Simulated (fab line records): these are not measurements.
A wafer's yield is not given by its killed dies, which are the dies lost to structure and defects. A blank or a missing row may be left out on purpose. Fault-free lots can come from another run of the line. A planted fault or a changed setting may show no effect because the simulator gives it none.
fab line records	flow sky130
record lots=11	wafers=33	last-day=52
route steps=708 shown METAL2@488 VIA2@507 PAD_OPEN@708
lots untouched by any fault: they come from a run of this same line in which no faults occurred
start-h: hours from the record's opening day to when the first of the lot's shown wafers began	wait-h: how many hours have passed since the lot's step before this one	" repeats the value in the row above	L1.1+2: several wafers, shown together as one row	- either no value or no given start	* or withheld: withheld	< > ~ a bound
route shown NAME@n: a module of which the file shows steps, and the number in the route of the first	usual: the fault-free wafers' mean and standard deviation	same: alike in all rows	chamber/n: place in a boat	sites: per-site readings	_std_site: the values' standard deviation	_edge_site: inner sites' mean taken away from outer sites' mean	radius-mm: for every site, how far away it sits from the centre of the wafer	mask NAME#n: copy n	behind: the last tool/chamber to shape the wafer	hold: reason for holding the lot/hours on hold/outcome of the hold	device: the transistor (n, p or np) that didn't switch	end of line: the route-end tests of the same wafers	step lacking rows: just its recipe	killed: dies that structure and defects cost at the first sort, which is not the same as the wafer's yield	map: per-die view of a wafer (x killed, . not killed, _ where there is no die)
set.NAME: the setting as run; set.NAME@STEP: as run at that earlier step	model.NAME: the simulator's own value behind a step, which no gauge read
a sample of lots followed through the steps of the route, with each step as a table and each wafer as a row
services: the hour from which a tool's chamber was out of use, counted from the record's first day as start-h (under 0 if before that day), plus the number of hours and why
## steps
# step SKY_METAL2_RS_MEAS_05
# recipe thk-meas-gauge=four-point-probe	reads=TiN_of_METAL2_SPUTTER_04+Ti_of_METAL2_SPUTTER_03+AlCu_of_METAL2_SPUTTER_02+TiN_of_METAL2_SPUTTER_01+Ti_of_METAL2_SPUTTER_00
# usual METAL2_ALCU_RS=0.1315/0.0015
lot.wafer	tool	chamber	start-h	wait-h	METAL2_ALCU_RS[ohm/sq]
L615.1	film-metro-02	-	817.39	0.0	0.1304
L615.4	"	-	"	"	0.1333
L615.5	"	-	"	"	0.1338
L617.4	film-metro-03	-	841.03	0.1	0.1322
L617.5	"	-	"	"	0.1317
L617.6	"	-	"	"	0.1295
L618.3	film-metro-02	-	856.71	0.1	0.1323
L618.4	"	-	"	"	0.1287
L618.6	"	-	"	"	0.1301
L621.1	film-metro-04	-	876.40	0.0	0.1310
L621.2	"	-	"	"	0.1330
L621.5	"	-	"	"	0.1317
L622.1	film-metro-02	-	883.52	0.0	0.1320
L622.2	"	-	"	"	0.1288
L622.6	"	-	"	"	0.1333
L624.1	film-metro-04	-	902.07	0.0	0.1325
L624.5	"	-	"	"	0.1328
L624.6	"	-	"	"	0.1320
L625.1	film-metro-02	-	907.56	0.0	0.1302
L625.3	"	-	"	"	0.1307
L625.5	"	-	"	"	0.1295
L634.1	film-metro-02	-	979.60	0.0	0.1289
L634.2	"	-	"	"	0.1305
L634.5	"	-	"	"	0.1300
L633.2	film-metro-02	-	981.42	0.0	0.1335
L633.4	"	-	"	"	0.1312
L633.5	"	-	"	"	0.1329
L636.2	film-metro-03	-	994.33	0.0	0.1302
L636.3	"	-	"	"	0.1323
L636.6	"	-	"	"	0.1295
L638.1	film-metro-02	-	1004.01	0.0	0.1300
L638.3	"	-	"	"	0.1320
L638.6	"	-	"	"	0.1299
# step SKY_METAL2_ETCH_18
# recipe chemistry=N2/H2	target=BARC	ion-energy-ev=200	bias-w=100	pressure-mtorr=30	n2-flow-sccm=100	h2-flow-sccm=200	icp-w=500	stop-on=SiO2	time-s=45.9	target-depth-a=600
# usual drypump-motor-current-A=5.9/0.45	oes-product-au=0.855/0.005	throttle-valve-pct=13.225/0.0091
# same time-s=45.9
lot.wafer	tool	chamber	start-h	wait-h	drypump-motor-current-A	oes-product-au	rf-hours-counter-h	throttle-valve-pct
L615.1	rie-metal-01	1	846.78	0.0	6.0	0.850	10	13.227
L615.4	"	1	"	"	6.1	0.845	-	13.237
L615.5	"	1	"	"	6.1	0.851	-	13.219
L617.4	rie-metal-01	1	870.70	0.0	6.1	0.856	-	13.223
L617.5	"	1	"	"	6.1	0.846	-	13.219
L617.6	"	0	"	"	5.2	0.862	-	13.215
L618.3	rie-metal-01	0	885.55	0.0	5.2	0.851	-	13.228
L618.4	"	1	"	"	6.1	0.859	-	13.246
L618.6	"	1	"	"	6.1	0.852	-	13.221
L621.1	rie-metal-01	1	905.63	0.0	6.1	0.853	13	13.230
L621.2	"	0	"	"	5.2	0.860	9	13.219
L621.5	"	1	"	"	6.1	0.852	-	13.215
L622.1	rie-metal-03	0	913.03	0.0	5.9	0.853	16	13.232
L622.2	"	1	"	"	6.6	0.851	11	13.234
L622.6	"	1	"	"	6.6	0.854	-	13.216
L624.1	rie-metal-03	1	931.89	0.0	6.6	0.856	11	13.228
L624.5	"	0	"	"	5.9	0.852	-	13.219
L624.6	"	1	"	"	6.6	0.852	-	13.233
L625.1	rie-metal-03	0	936.33	0.0	5.9	0.857	18	13.218
L625.3	"	1	"	"	6.6	0.867	-	13.245
L625.5	"	0	"	"	5.9	0.848	-	13.222
L634.1	rie-metal-01	1	1004.53	0.0	6.1	0.859	17	13.227
L634.2	"	0	"	"	5.2	0.848	13	13.215
L634.5	"	1	"	"	6.1	0.851	-	13.209
L633.2	rie-metal-01	0	1005.78	0.0	5.2	0.859	13	13.218
L633.4	"	1	"	"	6.1	0.855	-	13.222
L633.5	"	1	"	"	6.1	0.854	-	13.235
L636.2	rie-metal-01	1	1018.43	0.0	6.1	0.855	18	13.231
L636.3	"	0	"	"	5.2	0.853	-	13.210
L636.6	"	0	"	"	5.2	0.861	-	13.216
L638.1	rie-metal-04	1	1028.13	0.0	5.7	0.858	19	13.229
L638.3	"	0	"	"	6.2	0.854	-	13.217
L638.6	"	1	"	"	5.8	0.853	-	13.233
# step SKY_VIA2_HDPCVD_00
# recipe material=SiO2	target-thk-nm=1180	sigma-open-frac=0.3	time-s=196.7	temp-c=400	sih4-flow-sccm=60	pressure-mtorr=6
# usual run-length-s=224.5/0.43
lot.wafer	tool	chamber	start-h	wait-h	run-length-s
L615.1	hdpcvd-01	0	847.53	0.0	224.6
L615.4	"	0	"	"	224.3
L615.5	"	2	"	"	223.9
L617.4	hdpcvd-01	2	871.52	0.1	223.9
L617.5	"	0	"	"	224.6
L617.6	"	1	"	"	225.1
L618.3	hdpcvd-02	0	886.27	0.0	224.4
L618.4	"	1	"	"	224.5
L618.6	"	0	"	"	224.8
L621.1	hdpcvd-01	0	906.38	0.0	224.6
L621.2	"	2	"	"	224.1
L621.5	"	1	"	"	224.5
L622.1	hdpcvd-01	0	913.81	0.0	224.4
L622.2	"	2	"	"	224.2
L622.6	"	1	"	"	224.4
L624.1	hdpcvd-01	0	932.69	0.0	334.9
L624.5	"	1	"	"	224.4
L624.6	"	0	"	"	334.9
L625.1	hdpcvd-01	0	937.12	0.0	334.6
L625.3	"	1	"	"	224.4
L625.5	"	2	"	"	223.8
L634.1	hdpcvd-01	1	1005.28	0.0	224.9
L634.2	"	2	"	"	224.2
L634.5	"	2	"	"	223.8
L633.2	hdpcvd-01	2	1006.53	0.0	224.0
L633.4	"	0	"	"	224.3
L633.5	"	1	"	"	224.3
L636.2	hdpcvd-01	2	1019.22	0.0	223.9
L636.3	"	1	"	"	224.6
L636.6	"	2	"	"	224.5
L638.1	hdpcvd-01	2	1028.88	0.0	224.5
L638.3	"	1	"	"	224.7
L638.6	"	1	"	"	224.9
# step SKY_VIA2_THK_MEAS_01
# recipe reads=SiO2_of_VIA2_HDPCVD_00
# usual VIA2_HDPCVD_THK=1183/13
lot.wafer	tool	chamber	start-h	wait-h	VIA2_HDPCVD_THK[nm]
L615.1	film-metro-03	-	847.66	0.1	1171
L615.4	"	-	"	"	1175
L615.5	"	-	"	"	1172
L617.4	film-metro-03	-	871.62	0.0	1185
L617.5	"	-	"	"	1195
L617.6	"	-	"	"	1173
L618.3	film-metro-02	-	886.42	0.1	1177
L618.4	"	-	"	"	1183
L618.6	"	-	"	"	1165
L621.1	film-metro-02	-	906.51	0.1	1192
L621.2	"	-	"	"	1180
L621.5	"	-	"	"	1192
L622.1	film-metro-02	-	913.94	0.1	1166
L622.2	"	-	"	"	1174
L622.6	"	-	"	"	1159
L624.1	film-metro-02	-	932.81	0.1	1849
L624.5	"	-	"	"	1203
L624.6	"	-	"	"	1859
L625.1	film-metro-02	-	937.24	0.1	1852
L625.3	"	-	"	"	1177
L625.5	"	-	"	"	1175
L634.1	film-metro-03	-	1005.40	0.1	1179
L634.2	"	-	"	"	1180
L634.5	"	-	"	"	1171
L633.2	film-metro-03	-	1006.66	0.1	1184
L633.4	"	-	"	"	1183
L633.5	"	-	"	"	1192
L636.2	film-metro-01	-	1019.36	0.1	1172
L636.3	"	-	"	"	1170
L636.6	"	-	"	"	1153
L638.1	film-metro-01	-	1029.00	0.1	1189
L638.3	"	-	"	"	1161
L638.6	"	-	"	"	1176
# step SKY_VIA2_BOW_MEAS_03
# recipe mode=bow
# usual VIA2_BOW=85/7.2
lot.wafer	tool	chamber	start-h	wait-h	VIA2_BOW[um]
L615.1	film-metro-03	-	848.02	0.1	83
L615.4	"	-	"	"	84
L615.5	"	-	"	"	87
L617.4	film-metro-03	-	872.01	0.2	71
L617.5	"	-	"	"	84
L617.6	"	-	"	"	92
L618.3	film-metro-03	-	886.80	0.2	82
L618.4	"	-	"	"	87
L618.6	"	-	"	"	92
L621.1	film-metro-01	-	906.87	0.1	95
L621.2	"	-	"	"	88
L621.5	"	-	"	"	81
L622.1	film-metro-01	-	914.47	0.2	85
L622.2	"	-	"	"	83
L622.6	"	-	"	"	74
L624.1	film-metro-03	-	933.17	0.2	69
L624.5	"	-	"	"	89
L624.6	"	-	"	"	77
L625.1	film-metro-01	-	937.60	0.2	94
L625.3	"	-	"	"	84
L625.5	"	-	"	"	90
L634.1	film-metro-03	-	1005.76	0.1	101
L634.2	"	-	"	"	75
L634.5	"	-	"	"	88
L633.2	film-metro-03	-	1007.03	0.2	82
L633.4	"	-	"	"	88
L633.5	"	-	"	"	81
L636.2	film-metro-03	-	1019.79	0.2	83
L636.3	"	-	"	"	80
L636.6	"	-	"	"	85
L638.1	film-metro-01	-	1029.42	0.2	87
L638.3	"	-	"	"	98
L638.6	"	-	"	"	92
# step SKY_PAD_OPEN_PROBE_99
# usual defect-limited-yield=82.5/1.9	killed_at_M0_to_M3=44/7.1	killed_at_M4_up=3.3/1.9	killed-at-contacts=24/5.3	killed-at-front-end=15/4.5	killed-at-other=0.3/0.55	killed-dies=86/9.5	killed-open=46/7.3	killed-short=39/6.4	sort_bin_3_pad_short=0.9/0.43	sort_bin_5_function=10.3/1.4	sort_bin_6_memory=6.3/1	sort-n-pass=406/9.5	sort-yield-pct=82.5/1.9
# same gross-dies=492	killed-at-back-side=0	sort_bin_4_leakage[%]=0	sort_bin_8_speed[%]=0
lot.wafer	tool	chamber	start-h	wait-h	defect-limited-yield[%]	killed_at_M0_to_M3	killed_at_M4_up	killed-at-contacts	killed-at-front-end	killed-at-other	killed-dies	killed-open	killed-short	sort_bin_3_pad_short[%]	sort_bin_5_function[%]	sort_bin_6_memory[%]	sort-n-pass	sort-yield-pct[%]
L615.1	prober-02	-	1114.41	0.1	82.9	53	3	19	9	0	84	47	37	1.0	9.8	6.3	408	82.9
L615.4	prober-02	-	1114.56	0.2	86.8	38	1	16	10	0	65	29	36	0.6	8.3	4.3	427	86.8
L615.5	prober-02	-	1114.61	0.2	86.8	36	1	20	8	0	65	20	44	1.0	7.9	4.3	427	86.8
L617.4	prober-02	-	1134.46	0.2	81.1	47	5	19	22	0	93	53	40	0.4	11.0	7.5	399	81.1
L617.5	prober-02	-	1134.51	0.2	82.5	44	5	24	13	0	86	48	38	1.2	9.1	7.1	406	82.5
L617.6	prober-02	-	1134.56	0.2	80.1	59	3	19	16	1	98	56	40	0.8	12.2	6.9	394	80.1
L618.3	prober-01	-	1144.68	0.2	82.1	44	3	28	13	0	88	53	35	1.0	11.4	5.5	404	82.1
L618.4	prober-01	-	1144.73	0.2	80.1	59	4	24	10	1	98	53	45	1.2	12.4	6.3	394	80.1
L618.6	prober-01	-	1144.83	0.2	80.5	53	3	30	10	0	96	44	52	1.6	10.4	7.5	396	80.5
L621.1	prober-02	-	1157.22	0.1	84.3	38	5	21	13	0	77	42	35	0.8	8.7	6.1	415	84.3
L621.2	prober-02	-	1157.27	0.1	82.9	46	7	19	10	2	84	45	38	1.0	9.6	6.5	408	82.9
L621.5	prober-02	-	1157.42	0.2	79.7	48	3	32	17	0	100	59	41	1.4	12.0	6.9	392	79.7
L622.1	prober-01	-	1165.20	0.1	81.5	48	3	28	12	0	91	61	30	0.6	10.8	7.1	401	81.5
L622.2	prober-01	-	1165.25	0.1	83.5	41	5	23	12	0	81	44	37	1.2	9.1	6.1	411	83.5
L622.6	prober-01	-	1165.45	0.2	82.5	46	3	27	8	2	86	47	39	0.4	8.9	8.1	406	82.5
L624.1	prober-01	-	1176.21	0.1	83.3	44	2	25	11	0	82	43	39	1.0	9.6	6.1	410	83.3
L624.5	prober-01	-	1176.41	0.2	82.5	45	2	22	16	1	86	42	44	0.8	9.8	6.9	406	82.5
L624.6	prober-01	-	1176.46	0.2	80.7	49	4	22	20	0	95	52	43	1.6	10.4	7.3	397	80.7
L625.1	prober-02	-	1178.18	0.1	83.1	39	4	25	14	1	83	46	37	0.8	9.3	6.7	409	83.1
L625.3	prober-02	-	1178.28	0.2	83.1	44	1	25	13	0	83	49	34	1.2	10.8	4.9	409	83.1
L625.5	prober-02	-	1178.38	0.2	84.6	38	7	20	11	0	76	39	37	0.4	10.2	4.9	416	84.6
L634.1	prober-02	-	1225.22	0.1	81.9	51	1	25	12	0	89	55	34	0.2	10.4	7.5	403	81.9
L634.2	prober-02	-	1225.27	0.1	81.7	47	5	24	14	0	90	52	38	0.8	11.0	6.5	402	81.7
L634.5	prober-02	-	1225.42	0.2	81.9	38	3	26	22	0	89	48	41	1.2	9.8	7.1	403	81.9
L633.2	prober-01	-	1226.06	0.1	86.0	31	4	21	13	0	69	36	33	0.4	8.1	5.5	423	86.0
L633.4	prober-01	-	1226.16	0.2	79.1	40	2	38	23	0	103	62	41	1.2	13.4	6.3	389	79.1
L633.5	prober-01	-	1226.21	0.2	83.7	36	5	25	14	0	80	45	33	0.4	9.6	6.3	412	83.7
L636.2	prober-01	-	1235.47	0.1	83.9	34	3	26	16	0	79	43	36	0.4	11.0	4.7	413	83.9
L636.3	prober-01	-	1235.52	0.2	78.3	39	4	38	26	0	107	66	41	0.4	13.4	7.9	385	78.3
L636.6	prober-01	-	1235.67	0.2	82.9	36	2	21	24	1	84	58	26	0.2	10.4	6.5	408	82.9
L638.1	prober-02	-	1240.20	0.1	82.3	45	4	21	17	0	87	50	37	1.0	10.6	6.1	405	82.3
L638.3	prober-02	-	1240.30	0.2	82.1	51	3	21	13	0	88	39	49	1.8	11.0	5.1	404	82.1
L638.6	prober-02	-	1240.45	0.2	82.9	50	7	17	10	0	84	44	40	1.8	9.6	5.7	408	82.9
# killed by level:class
L615.1 CONTACT:geometric-particle:open=10 VIA1:geometric-particle:open=9 VIA3:geometric-particle:open=8 METAL1:geometric-particle:short=8 VIA1:geometric-particle:short=6 METAL2:geometric-particle:short=6 FIELD_ISO:geometric-particle:open=5 LI_CONTACT:geometric-particle:open=5
L615.4 VIA1:geometric-particle:open=7 CONTACT:geometric-particle:short=7 VIA3:geometric-particle:open=7 CONTACT:geometric-particle:open=5 METAL1:geometric-particle:short=5 VIA1:geometric-particle:short=5 METAL2:geometric-particle:short=5 POLY_GATE:geometric-particle:short=4
L615.5 METAL2:geometric-particle:short=10 CONTACT:geometric-particle:short=6 LI_CONTACT:geometric-particle:open=5 VIA1:geometric-particle:short=5 CONTACT:geometric-particle:open=4 METAL1:geometric-particle:short=4 VIA2:geometric-particle:short=4 VIA3:geometric-particle:short=4
L617.4 VIA1:geometric-particle:open=11 FIELD_ISO:geometric-particle:open=8 CONTACT:geometric-particle:open=8 METAL1:geometric-particle:short=8 VIA2:geometric-particle:open=7 VIA3:geometric-particle:open=7 POLY_GATE:geometric-particle:short=5 LI_CONTACT:geometric-particle:open=4
L617.5 CONTACT:geometric-particle:open=10 VIA2:geometric-particle:open=9 METAL1:geometric-particle:short=9 VIA3:geometric-particle:open=7 CONTACT:geometric-particle:short=7 VIA1:geometric-particle:open=6 POLY_GATE:geometric-particle:short=4 POLY_GATE:geometric-particle:open=4
L617.6 VIA2:geometric-particle:open=14 VIA1:geometric-particle:open=10 CONTACT:geometric-particle:open=8 METAL2:geometric-particle:short=6 METAL1:geometric-particle:short=5 VIA2:geometric-particle:short=5 VIA3:geometric-particle:open=5 FIELD_ISO:geometric-particle:open=4
L618.3 VIA1:geometric-particle:open=13 CONTACT:geometric-particle:open=10 VIA3:geometric-particle:open=8 CONTACT:geometric-particle:short=6 POLY_GATE:geometric-particle:open=5 LOCAL_INTERCONNECT:geometric-particle:short=5 VIA2:geometric-particle:open=5 POLY_GATE:geometric-particle:short=4
L618.4 VIA1:geometric-particle:open=12 CONTACT:geometric-particle:open=12 METAL1:geometric-particle:short=10 VIA2:geometric-particle:open=10 METAL2:geometric-particle:short=8 VIA3:geometric-particle:open=7 LI_CONTACT:geometric-particle:open=4 POLY_GATE:geometric-particle:short=3
L618.6 VIA1:geometric-particle:open=13 METAL1:geometric-particle:short=10 VIA1:geometric-particle:short=9 LI_CONTACT:geometric-particle:open=8 LOCAL_INTERCONNECT:geometric-particle:short=8 CONTACT:geometric-particle:open=8 VIA3:geometric-particle:open=6 POLY_GATE:geometric-particle:short=5
L621.1 CONTACT:geometric-particle:open=8 VIA3:geometric-particle:open=8 METAL2:geometric-particle:short=7 LI_CONTACT:geometric-particle:open=6 POLY_GATE:geometric-particle:open=5 VIA3:geometric-particle:short=5 FIELD_ISO:geometric-particle:open=4 METAL1:geometric-particle:short=4
L621.2 VIA1:geometric-particle:open=12 VIA3:geometric-particle:open=9 METAL1:geometric-particle:short=8 CONTACT:geometric-particle:open=6 METAL4:geometric-particle:short=6 LI_CONTACT:geometric-particle:open=5 VIA2:geometric-particle:open=5 VIA2:geometric-particle:short=4
L621.5 CONTACT:geometric-particle:open=13 LI_CONTACT:geometric-particle:open=11 VIA3:geometric-particle:open=9 VIA1:geometric-particle:open=9 METAL2:geometric-particle:short=7 POLY_GATE:geometric-particle:short=6 VIA2:geometric-particle:open=5 FIELD_ISO:geometric-particle:open=4
L622.1 LI_CONTACT:geometric-particle:open=13 VIA1:geometric-particle:open=10 VIA2:geometric-particle:open=8 METAL2:geometric-particle:short=8 POLY_GATE:geometric-particle:open=6 CONTACT:geometric-particle:open=6 VIA3:geometric-particle:open=6 LI_CONTACT:geometric-particle:short=5
L622.2 VIA1:geometric-particle:open=10 LI_CONTACT:geometric-particle:open=8 CONTACT:geometric-particle:open=7 METAL2:geometric-particle:short=6 VIA2:geometric-particle:short=6 VIA3:geometric-particle:open=5 METAL4:geometric-particle:short=5 METAL1:geometric-particle:short=4
L622.6 VIA1:geometric-particle:open=13 CONTACT:geometric-particle:open=11 VIA1:geometric-particle:short=8 VIA3:geometric-particle:open=7 VIA3:geometric-particle:short=6 LOCAL_INTERCONNECT:geometric-particle:short=5 VIA2:geometric-particle:open=5 LI_CONTACT:geometric-particle:short=4
L624.1 VIA1:geometric-particle:open=11 METAL1:geometric-particle:short=10 LI_CONTACT:geometric-particle:open=8 VIA3:geometric-particle:open=7 LOCAL_INTERCONNECT:geometric-particle:short=6 POLY_GATE:geometric-particle:open=4 CONTACT:geometric-particle:open=4 METAL2:geometric-particle:short=4
L624.5 VIA1:geometric-particle:open=8 CONTACT:geometric-particle:open=7 VIA3:geometric-particle:short=7 VIA3:geometric-particle:open=7 LI_CONTACT:geometric-particle:open=5 CONTACT:geometric-particle:short=5 VIA2:geometric-particle:open=5 VIA2:geometric-particle:short=5
L624.6 VIA1:geometric-particle:open=12 METAL2:geometric-particle:short=7 CONTACT:geometric-particle:open=7 VIA1:geometric-particle:short=7 FIELD_ISO:geometric-particle:open=6 POLY_GATE:geometric-particle:open=6 LI_CONTACT:geometric-particle:open=6 CONTACT:geometric-particle:short=5
L625.1 CONTACT:geometric-particle:open=10 VIA1:geometric-particle:open=8 VIA1:geometric-particle:short=7 VIA2:geometric-particle:open=6 VIA3:geometric-particle:open=6 LI_CONTACT:geometric-particle:open=5 FIELD_ISO:geometric-particle:open=4 CONTACT:geometric-particle:short=4
L625.3 VIA2:geometric-particle:open=13 LI_CONTACT:geometric-particle:open=9 VIA1:geometric-particle:open=8 CONTACT:geometric-particle:open=7 VIA1:geometric-particle:short=5 LOCAL_INTERCONNECT:geometric-particle:short=5 VIA3:geometric-particle:open=4 POLY_GATE:geometric-particle:short=3
L625.5 VIA1:geometric-particle:open=8 LI_CONTACT:geometric-particle:open=6 CONTACT:geometric-particle:open=6 METAL2:geometric-particle:short=6 METAL4:geometric-particle:short=6 METAL1:geometric-particle:short=5 METAL3:geometric-particle:short=5 VIA2:geometric-particle:open=4
L634.1 VIA1:geometric-particle:open=11 CONTACT:geometric-particle:open=10 VIA3:geometric-particle:open=9 LI_CONTACT:geometric-particle:open=7 VIA1:geometric-particle:short=7 VIA2:geometric-particle:open=6 METAL3:geometric-particle:short=5 LOCAL_INTERCONNECT:geometric-particle:short=4
L634.2 VIA1:geometric-particle:open=12 LI_CONTACT:geometric-particle:open=11 CONTACT:geometric-particle:open=8 VIA3:geometric-particle:open=8 METAL1:geometric-particle:short=7 VIA1:geometric-particle:short=5 METAL3:geometric-particle:short=5 FIELD_ISO:geometric-particle:short=4
L634.5 CONTACT:geometric-particle:open=15 VIA1:geometric-particle:open=12 METAL1:geometric-particle:short=9 FIELD_ISO:geometric-particle:short=7 FIELD_ISO:geometric-particle:open=5 POLY_GATE:geometric-particle:short=5 VIA3:geometric-particle:open=5 LI_CONTACT:geometric-particle:open=4
L633.2 VIA1:geometric-particle:open=9 LI_CONTACT:geometric-particle:open=8 LOCAL_INTERCONNECT:geometric-particle:short=6 VIA3:geometric-particle:open=4 FIELD_ISO:geometric-particle:open=4 METAL2:geometric-particle:short=4 VIA1:geometric-particle:short=3 METAL3:geometric-particle:short=3
L633.4 CONTACT:geometric-particle:open=20 VIA3:geometric-particle:open=10 METAL2:geometric-particle:short=8 POLY_GATE:geometric-particle:short=7 POLY_GATE:geometric-particle:open=7 CONTACT:geometric-particle:short=6 LI_CONTACT:geometric-particle:open=6 VIA1:geometric-particle:short=5
L633.5 CONTACT:geometric-particle:open=9 VIA1:geometric-particle:open=9 LI_CONTACT:geometric-particle:open=8 VIA2:geometric-particle:open=6 METAL4:geometric-particle:short=5 POLY_GATE:geometric-particle:short=4 LI_CONTACT:geometric-particle:short=4 METAL2:geometric-particle:short=4
L636.2 CONTACT:geometric-particle:open=9 VIA2:geometric-particle:open=7 POLY_GATE:geometric-particle:open=7 METAL1:geometric-particle:short=6 LI_CONTACT:geometric-particle:open=6 CONTACT:geometric-particle:short=5 POLY_GATE:geometric-particle:short=4 VIA1:geometric-particle:open=4
L636.3 CONTACT:geometric-particle:open=14 VIA1:geometric-particle:open=13 LI_CONTACT:geometric-particle:open=9 VIA2:geometric-particle:open=8 CONTACT:geometric-particle:short=7 FIELD_ISO:geometric-particle:open=6 POLY_GATE:geometric-particle:short=6 VIA3:geometric-particle:open=6
L636.6 LI_CONTACT:geometric-particle:open=12 VIA2:geometric-particle:open=10 FIELD_ISO:geometric-particle:open=8 POLY_GATE:geometric-particle:open=8 CONTACT:geometric-particle:open=6 VIA1:geometric-particle:short=6 VIA1:geometric-particle:open=4 METAL2:geometric-particle:short=4
L638.1 LI_CONTACT:geometric-particle:open=9 METAL1:geometric-particle:short=8 VIA3:geometric-particle:open=8 VIA1:geometric-particle:open=7 CONTACT:geometric-particle:open=6 VIA2:geometric-particle:open=6 FIELD_ISO:geometric-particle:short=4 POLY_GATE:geometric-particle:open=4
L638.3 VIA1:geometric-particle:short=9 METAL1:geometric-particle:short=8 CONTACT:geometric-particle:open=7 POLY_GATE:geometric-particle:open=6 LI_CONTACT:geometric-particle:open=6 VIA3:geometric-particle:open=5 VIA2:geometric-particle:open=5 VIA1:geometric-particle:open=5
L638.6 VIA1:geometric-particle:open=13 METAL2:geometric-particle:short=9 LI_CONTACT:geometric-particle:open=7 VIA2:geometric-particle:open=6 METAL4:geometric-particle:short=5 VIA1:geometric-particle:short=4 CONTACT:geometric-particle:open=4 VIA3:geometric-particle:short=4
## services
tool	chamber	start-h	hours	kind
hdpcvd-02	-	829.27	0.7	repair
hdpcvd-02	2	845.29	12.3	repair
rie-metal-01	-	903.07	1.0	repair
rie-metal-01	0	929.13	2.9	repair
hdpcvd-01	-	950.25	15.0	pm
hdpcvd-01	0	950.25	15.0	vent-cycle
hdpcvd-01	1	950.25	15.0	vent-cycle
hdpcvd-01	2	950.25	15.0	vent-cycle
hdpcvd-01	0	965.25	-	clean
hdpcvd-01	1	965.25	-	clean
hdpcvd-01	2	965.25	-	clean
rie-metal-04	-	984.08	0.1	repair
rie-metal-03	0	998.14	-	clean
rie-metal-03	0	998.14	15.0	scheduled-down
rie-metal-03	0	998.14	15.0	vent-cycle
hdpcvd-01	2	1026.30	1.8	repair
## key
first-sign step=SKY_VIA2_HDPCVD_00	reading=run-length-s	direction=up	sigmas=99+	usual=*	struck=*
effect step=SKY_VIA2_THK_MEAS_01	reading=VIA2_HDPCVD_THK	direction=up	sigmas=52	usual=1183	struck=1854
met-at SKY_VIA2_HDPCVD_00
struck-lots L624,L625
struck-wafers L624.1,L624.6,L625.1
not-acting-at SKY_METAL2_RS_MEAS_05,SKY_METAL2_ETCH_18,SKY_VIA2_BOW_MEAS_03
onset-between 913.81 932.69
fault kind=process-parameter-drift	tool=hdpcvd-01	chamber=0	onset-h=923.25	steps=SKY_VIA2_HDPCVD_00	channel=time-s	offset=*	shape=step	end-h=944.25	acts-in=*	stated=*
